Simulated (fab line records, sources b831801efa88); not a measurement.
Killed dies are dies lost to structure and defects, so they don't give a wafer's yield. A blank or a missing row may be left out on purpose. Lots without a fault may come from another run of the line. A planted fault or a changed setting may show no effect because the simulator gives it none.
A struck lot beside a sound one | flow sky130 | 15 steps out of a route of 708
Sound: wafers L536.1, L536.4, L536.6. Struck: wafers L537.2, L537.3, L537.4. The cause comes at the end.
At each step with rows: each side's tool, then ch and its chambers, then its first start. Under that, the readings that differ: sound wafers | struck wafers | difference of the means | sigmas: that difference in standard deviations of wafers without a fault.
alike: readings whose means differ by less than 2 such deviations, and words and numbers that are the same on both sides. not compared: withheld readings, readings that some wafer has no value for, bounds like >300 that may hide the same value, and numbers for which the record gives no deviation and whose values overlap.
The two part at a step that has a row with sigmas, a row that says differs or no value, or rows on one side only. Numbers that don't overlap but have no deviation are shown without sigmas and don't part them. A reading that every wafer of one side lacks parts them only if that side has two wafers or more.

SKY_LDD_HVP_STRIP_09: strips in O2/N2.
  sound on plasma_asher-04 ch 0,1, day 24 22:22; struck on plasma_asher-02 ch 0,1, day 25 14:17
  alike: drypump_motor_current_A, oes_product_au, strip_time_to_endpoint_s
  not compared: rf_hours_counter_h
SKY_LDD_HVP_TW_MEAS_10:
  sound on film_metro-03, day 24 22:28; struck on film_metro-02, day 25 14:23
  reading    | sound       | struck      | difference | sigmas
  LDD_HVP_TW | 462 464 464 | 448 448 450 | -15        | -3
then, 7 steps without rows for these wafers: SKY_LDD_LDN_DEHYDRATE_00 (time 60 s); SKY_LDD_LDN_HMDS_01 (prime time 60 s); SKY_LDD_LDN_COAT_02 (resist thk 1140 nm); SKY_LDD_LDN_SOFTBAKE_03 (time 60 s); SKY_LDD_LDN_EXPOSE_04 (exposes mask LDNTM, target cd 700 nm); SKY_LDD_LDN_PEB_05; SKY_LDD_LDN_DEVELOP_06 (develop time 60 s).
SKY_LDD_LDN_OVL_MEAS_07:
  sound on overlay-01, day 26 04:17; struck on overlay-02, day 26 20:14
  alike: LDD_LDN_OVL
then, 2 steps without rows for these wafers: SKY_LDD_LDN_IMPLANT_08; SKY_LDD_LDN_IMPLANT_09.
SKY_LDD_LDN_IMPLANT_10:
  sound on implanter-03 ch 0, day 26 04:37; struck on implanter-01 ch 0, day 26 20:35
  reading                   | sound                | struck               | difference | sigmas
  beam_energy_keV           | 15.003 15.003 15.004 | 15.722 15.720 15.718 | +0.717     | +99 or more
  model.implant.drp_nm (nm) | 5.933 5.933 5.933    | 6.122 6.122 6.122    | +0.189     |
then, 2 steps without rows for these wafers: SKY_LDD_LDN_IMPLANT_11; SKY_PAD_OPEN_PROBE_99.

WHERE THEY PART
First at SKY_LDD_HVP_TW_MEAS_10; last, within this record, at SKY_LDD_LDN_IMPLANT_10.

WHY: what the simulator had put in
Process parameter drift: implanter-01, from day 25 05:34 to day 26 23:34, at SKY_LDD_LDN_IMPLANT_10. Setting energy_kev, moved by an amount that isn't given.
